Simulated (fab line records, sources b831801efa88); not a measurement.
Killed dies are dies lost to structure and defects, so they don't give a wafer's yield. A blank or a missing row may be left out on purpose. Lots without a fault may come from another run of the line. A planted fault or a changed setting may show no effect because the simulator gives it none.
Chamber matching | flow sky130 | SKY_CONTACT_ETCH_16 on rie_diel-04: 4 sister chambers
The step etches BARC in N2/H2, stops on SiO2, time 45.9 s, target depth 60 nm. 4 wafers are shown with their chamber, then 9 later ones without.

WAFERS WITH THEIR CHAMBER
wafer  | chamber | drypump_motor_current_A (A)
L082.5 | 3       | 5.7
L086.3 | 0       | 5.9
L091.5 | 1       | 6.3
L091.6 | 2       | 5.6

WAFERS WITHOUT THEIR CHAMBER
wafer  | drypump_motor_current_A (A)
L093.2 | 5.6
L093.4 | 5.9
L093.6 | 5.9
L094.2 | 5.6
L094.5 | 5.6
L094.6 | 5.9
L096.3 | 5.6
L096.4 | 6.2
L096.6 | 6.2

WHICH CHAMBER EACH WENT THROUGH
wafer  | from the rows above | in truth
L093.2 | 2                   | 2
L093.4 | 0                   | 0
L093.6 | 0                   | 0
L094.2 | 2                   | 2
L094.5 | 2                   | 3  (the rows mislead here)
L094.6 | 0                   | 0
L096.3 | 2                   | 2
L096.4 | 1                   | 1
L096.6 | 1                   | 1
Placed correctly: 8 of 9. Can't be placed from these rows: 0. Placed wrongly: 1.
How it was worked out, from the rows above alone: a wafer's distance from a chamber is the root of the sum, over the readings, of the square of ((its reading less the chamber's mean) divided by the reading's scatter). The wafer belongs to the nearest chamber; if the next one is less than 2 further off, it can't be placed. A chamber's mean is the mean of its shown wafers. The scatter: with one shown wafer a chamber, the root of the mean of the squares of how far each hidden wafer lies from its nearest shown one.
